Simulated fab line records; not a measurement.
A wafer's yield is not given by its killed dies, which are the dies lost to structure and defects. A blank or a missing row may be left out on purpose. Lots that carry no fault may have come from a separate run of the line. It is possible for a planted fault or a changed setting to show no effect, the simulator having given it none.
fab line records    flow sky130
record lots=6  wafers=18  last-day=50
route steps=708 shown METAL3@536 CAPM@537
lots that met no fault: from a run of the same line without faults
start-h: the number of hours between the record's first day and the start of the first shown wafer of the lot    wait-h: hours since the lot's step before    " same as the row above    L1.1+2: several wafers, shown together as one row    - no value, or no start was given    * or withheld: withheld    < > ~ a bound
route shown NAME@n: names a module that has steps shown in the file, with the first one's number in the route    usual: mean and standard deviation over wafers with no fault    same: alike in all rows    chamber/n: place in a boat    sites: the reading at each site    _std_site: standard deviation of those values    _edge_site: the outer-site mean with the inner-site mean subtracted    radius-mm: for every site, how far away it sits from the centre of the wafer    mask NAME#n: copy n    behind: the last tool/chamber to shape the wafer    hold: why the lot was held/for how many hours/how that ended    device: which transistor (n, p or np) failed to switch    end of line: tests of these same wafers at the route's end    a step given without rows: its recipe and nothing more    killed: count of dies lost to structure and defects at first sort (not the wafer's yield)    map: the dies of a wafer, with x for killed, . for not killed, _ for no die there
set.NAME: the setting the step ran with; set.NAME@STEP: the setting that earlier step ran with    model.NAME: the simulator's own value behind a step, which no gauge read
lots at selected steps of the route; one table per step, one row per wafer
services: when a tool's chamber went out of use (start-h, in hours from the record's first day, below 0 if earlier), for how many hours, and the reason
## steps
# step SKY_METAL3_SPUTTER_04
# recipe material=TiN  target-thk-nm=70  power-w=6500  time-s=58.3  chamber-pressure-pa=0.4
# usual throttle-valve-pct=29.3/0.94
# same time-s=58.3
lot.wafer  tool            chamber  start-h  wait-h  throttle-valve-pct
L246.4     pvd-sputter-03  -        858.63   0.0     28.1
L246.5     "               -        "        "       29.3
L246.6     "               -        "        "       29.6
L252.1     pvd-sputter-02  -        894.15   0.0     28.7
L252.4     "               -        "        "       28.6
L252.5     "               -        "        "       28.4
L258.2     pvd-sputter-02  -        949.30   0.0     28.3
L258.4     "               -        "        "       28.4
L258.6     "               -        "        "       28.8
L259.1     pvd-sputter-02  -        952.85   0.0     28.4
L259.3     "               -        "        "       28.9
L259.6     "               -        "        "       28.6
L262.3     pvd-sputter-02  -        970.20   0.0     28.8
L262.4     "               -        "        "       28.5
L262.6     "               -        "        "       28.6
L269.1     pvd-sputter-04  -        1009.81  0.0     29.8
L269.3     "               -        "        "       29.7
L269.5     "               -        "        "       29.6
# step SKY_CAPM_CVD_00
# recipe material=SiO2  target-thk-nm=15.5  temp-c=400  time-s=withheld  rf-w=450
# usual heater-power-w=698/83  susceptor-temp-C=400.01/0.23
lot.wafer  tool      chamber  start-h  wait-h  heater-power-w  susceptor-temp-C
L246.4     pecvd-03  0        858.67   0.0     643             399.88
L246.5     "         2        "        "       779             400.24
L246.6     "         1        "        "       814             400.12
L252.1     pecvd-04  0        894.19   0.0     660             400.17
L252.4     "         0        "        "       669             399.74
L252.5     "         1        "        "       620             400.26
L258.2     pecvd-04  0        949.34   0.0     600             400.17
L258.4     "         0        "        "       592             400.24
L258.6     "         0        "        "       593             400.24
L259.1     pecvd-02  1        952.90   0.0     702             399.82
L259.3     "         2        "        "       645             400.00
L259.6     "         1        "        "       698             399.85
L262.3     pecvd-04  1        970.24   0.0     611             399.95
L262.4     "         1        "        "       610             399.88
L262.6     "         0        "        "       710             399.77
L269.1     pecvd-04  1        1009.86  0.0     686             400.25
L269.3     "         2        "        "       574             400.05
L269.5     "         0        "        "       661             400.32
# step SKY_CAPM_THK_MEAS_01
# recipe reads=SiO2_of_CAPM_CVD_00
# usual CAPM_CVD_00_THK=15.41/0.23
lot.wafer  tool           chamber  start-h  wait-h  CAPM_CVD_00_THK[nm]
L246.4     film-metro-04  -        858.71   -       15.29
L246.5     "              -        "        "       15.03
L246.6     "              -        "        "       15.35
L252.1     film-metro-01  -        894.22   -       15.58
L252.4     "              -        "        "       15.64
L252.5     "              -        "        "       15.26
L258.2     film-metro-04  -        949.39   -       15.22
L258.4     "              -        "        "       15.54
L258.6     "              -        "        "       15.75
L259.1     film-metro-01  -        952.92   -       15.23
L259.3     "              -        "        "       15.49
L259.6     "              -        "        "       15.65
L262.3     film-metro-03  -        970.29   -       15.35
L262.4     "              -        "        "       15.60
L262.6     "              -        "        "       15.70
L269.1     film-metro-03  -        1009.88  -       15.24
L269.3     "              -        "        "       15.33
L269.5     "              -        "        "       15.67
# step SKY_CAPM_SPUTTER_02
# recipe material=TiN  target-thk-nm=200  temp-c=300  power-w=6500  time-s=166.7  chamber-pressure-pa=0.4
# usual susceptor-temp-C=299.98/0.18  throttle-valve-pct=29.5/0.98
# same time-s=166.7
lot.wafer  tool            chamber  start-h  wait-h  susceptor-temp-C  throttle-valve-pct
L246.4     pvd-sputter-04  -        858.74   0.0     299.90            29.9
L246.5     "               -        "        "       299.85            29.8
L246.6     "               -        "        "       299.94            30.2
L252.1     pvd-sputter-01  -        894.28   0.1     299.95            30.0
L252.4     "               -        "        "       300.18            30.6
L252.5     "               -        "        "       300.23            30.1
L258.2     pvd-sputter-04  -        949.44   0.0     299.85            29.6
L258.4     "               -        "        "       300.07            31.5
L258.6     "               -        "        "       299.87            29.9
L259.1     pvd-sputter-04  -        952.98   0.1     299.81            29.4
L259.3     "               -        "        "       299.98            31.6
L259.6     "               -        "        "       299.79            30.3
L262.3     pvd-sputter-04  -        970.33   0.0     300.18            29.1
L262.4     "               -        "        "       299.80            29.7
L262.6     "               -        "        "       300.23            29.4
L269.1     pvd-sputter-01  -        1009.94  0.1     299.61            30.7
L269.3     "               -        "        "       299.96            30.5
L269.5     "               -        "        "       300.08            30.4
# step SKY_CAPM_RS_MEAS_03
# recipe thk-meas-gauge=four-point-probe  reads=TiN_of_CAPM_SPUTTER_02
# usual CAPM_TIN_RS=6.91/0.071
lot.wafer  tool           chamber  start-h  wait-h  CAPM_TIN_RS[ohm/sq]
L246.4     film-metro-01  -        858.91   0.1     6.94
L246.5     "              -        "        "       6.90
L246.6     "              -        "        "       7.00
L252.1     film-metro-03  -        894.39   0.1     6.92
L252.4     "              -        "        "       6.95
L252.5     "              -        "        "       6.86
L258.2     film-metro-03  -        949.57   0.1     6.96
L258.4     "              -        "        "       6.91
L258.6     "              -        "        "       6.94
L259.1     film-metro-03  -        953.09   0.1     6.95
L259.3     "              -        "        "       7.01
L259.6     "              -        "        "       7.02
L262.3     film-metro-01  -        970.48   0.1     7.06
L262.4     "              -        "        "       6.98
L262.6     "              -        "        "       7.02
L269.1     film-metro-04  -        1010.05  0.1     6.86
L269.3     "              -        "        "       6.73
L269.5     "              -        "        "       6.75
# step SKY_CAPM_THK_MEAS_04
# recipe thk-meas-gauge=xrf  reads=TiN_of_CAPM_SPUTTER_02
# usual CAPM_TIN_THK=197.0/2
lot.wafer  tool           chamber  start-h  wait-h  CAPM_TIN_THK[nm]
L246.4     film-metro-01  -        859.00   0.1     195.5
L246.5     "              -        "        "       196.7
L246.6     "              -        "        "       194.9
L252.1     film-metro-03  -        894.51   0.1     196.1
L252.4     "              -        "        "       195.2
L252.5     "              -        "        "       197.2
L258.2     film-metro-03  -        949.68   0.1     195.2
L258.4     "              -        "        "       197.4
L258.6     "              -        "        "       197.2
L259.1     film-metro-03  -        953.21   0.1     196.1
L259.3     "              -        "        "       194.0
L259.6     "              -        "        "       194.7
L262.3     film-metro-01  -        970.58   0.1     193.0
L262.4     "              -        "        "       196.5
L262.6     "              -        "        "       195.4
L269.1     film-metro-04  -        1010.17  0.1     197.6
L269.3     "              -        "        "       202.0
L269.5     "              -        "        "       202.0
# step SKY_CAPM_DEHYDRATE_05
# recipe temp-c=200  time-s=60
# step SKY_CAPM_HMDS_06
# recipe prime-time-s=60  prime-temp-c=120
# step SKY_CAPM_COAT_07
# recipe resist=NOVOLAK  spin-rpm=3000  resist-thk-nm=1140
# step SKY_CAPM_SOFTBAKE_08
# recipe temp-c=90  time-s=60  resist=NOVOLAK
# step SKY_CAPM_EXPOSE_09
# recipe mask-id=CAPM  na=0.6  source-shape=conventional  sigma-outer=0.6  polarization=unpolarized  target-cd-nm=1000  dose-mj=159
# step SKY_CAPM_PEB_10
# recipe temp-c=withheld  time-s=*  resist=NOVOLAK
# step SKY_CAPM_DEVELOP_11
# recipe resist=NOVOLAK  developer=TMAH  develop-time-s=60  dev-temp-c=23
# usual chill-plate-temp-C=22.99/0.1  develop-time-s=60/0
lot.wafer  tool            chamber  start-h  wait-h  chill-plate-temp-C  develop-time-s
L246.4     litho-track-01  0        884.93   0.1     23.05               60
L246.5     "               0        "        "       22.88               60
L246.6     "               0        "        "       23.07               60
L252.1     litho-track-01  0        919.00   0.1     22.99               60
L252.4     "               0        "        "       22.96               60
L252.5     "               0        "        "       22.98               60
L258.2     litho-track-01  -        973.03   0.1     -                   -
L258.4     "               -        "        "       -                   -
L258.6     "               -        "        "       -                   -
L259.1     litho-track-01  -        976.85   0.1     -                   -
L259.3     "               -        "        "       -                   -
L259.6     "               -        "        "       -                   -
L262.3     litho-track-04  0        993.43   0.1     22.91               60
L262.4     "               0        "        "       23.06               60
L262.6     "               0        "        "       22.80               60
L269.1     litho-track-03  0        1031.59  0.1     22.91               60
L269.3     "               0        "        "       23.07               60
L269.5     "               0        "        "       22.95               60
# step SKY_CAPM_OVL_MEAS_12
# usual CAPM_OVL=0.1/1.5
lot.wafer  tool        chamber  start-h  wait-h  CAPM_OVL[nm]
L246.4     overlay-01  -        885.02   0.1     -0.7
L246.5     "           -        "        "       -2.5
L246.6     "           -        "        "       -2.2
L252.1     overlay-01  -        919.15   0.1     0.5
L252.4     "           -        "        "       0.7
L252.5     "           -        "        "       1.4
L258.2     overlay-02  -        973.16   0.1     -
L258.4     "           -        "        "       -
L258.6     "           -        "        "       -
L259.1     overlay-02  -        977.00   0.1     -
L259.3     "           -        "        "       -
L259.6     "           -        "        "       -
L262.3     overlay-02  -        993.54   0.1     0.3
L262.4     "           -        "        "       -0.2
L262.6     "           -        "        "       -1.2
L269.1     overlay-02  -        1031.74  0.1     0.0
L269.3     "           -        "        "       -2.2
L269.5     "           -        "        "       -1.6
## services
tool            chamber  start-h  hours  kind
pecvd-04        2        889.92   2.1    scheduled-down
pecvd-02        2        902.77   5.5    scheduled-down
pvd-sputter-02  -        913.45   2.1    repair
pvd-sputter-01  -        917.61   70.1   repair
pecvd-04        1        928.73   5.0    scheduled-down
pvd-sputter-04  -        931.62   4.3    repair
pecvd-03        2        942.93   2.1    scheduled-down
pecvd-03        -        943.70   0.3    repair
pecvd-04        1        945.01   5.5    scheduled-down
pecvd-02        2        949.10   2.3    repair
pvd-sputter-02  -        960.08   1.2    repair
pecvd-04        0        960.14   5.5    scheduled-down
pvd-sputter-03  -        969.41   24.1   repair
pvd-sputter-02  -        974.01   4.9    repair
pecvd-03        1        977.18   2.1    scheduled-down
pecvd-03        0        985.48   8.2    repair
pecvd-02        -        987.38   1.4    repair
pvd-sputter-01  -        1005.04  1.1    repair
pecvd-02        2        1015.77  15.5   repair
## key
first-sign step=SKY_CAPM_DEVELOP_11  reading=tool-record  direction=missing
effect none on later readings
met-at SKY_CAPM_DEVELOP_11
struck-wafers L258.2,L258.4,L258.6,L259.1,L259.3,L259.6
later-rows-left-out L258.2,L258.4,L258.6,L259.1,L259.3,L259.6
sort-left-out L258.2,L258.4,L258.6,L259.1,L259.3,L259.6
onset-between 919.00 973.03
fault kind=skipped-step-whole  tool=litho-track-01  chamber=-  onset-h=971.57  steps=SKY_CAPM_DEVELOP_11  scope=struck-lots-only
# sort-left-out: the simulated sort isn't trusted on such a fault, so these wafers' sort isn't shown, and their yield isn't known
# later-rows-left-out: the simulator's readings of these wafers behind a module that went badly wrong aren't trusted and aren't shown, but for the sort
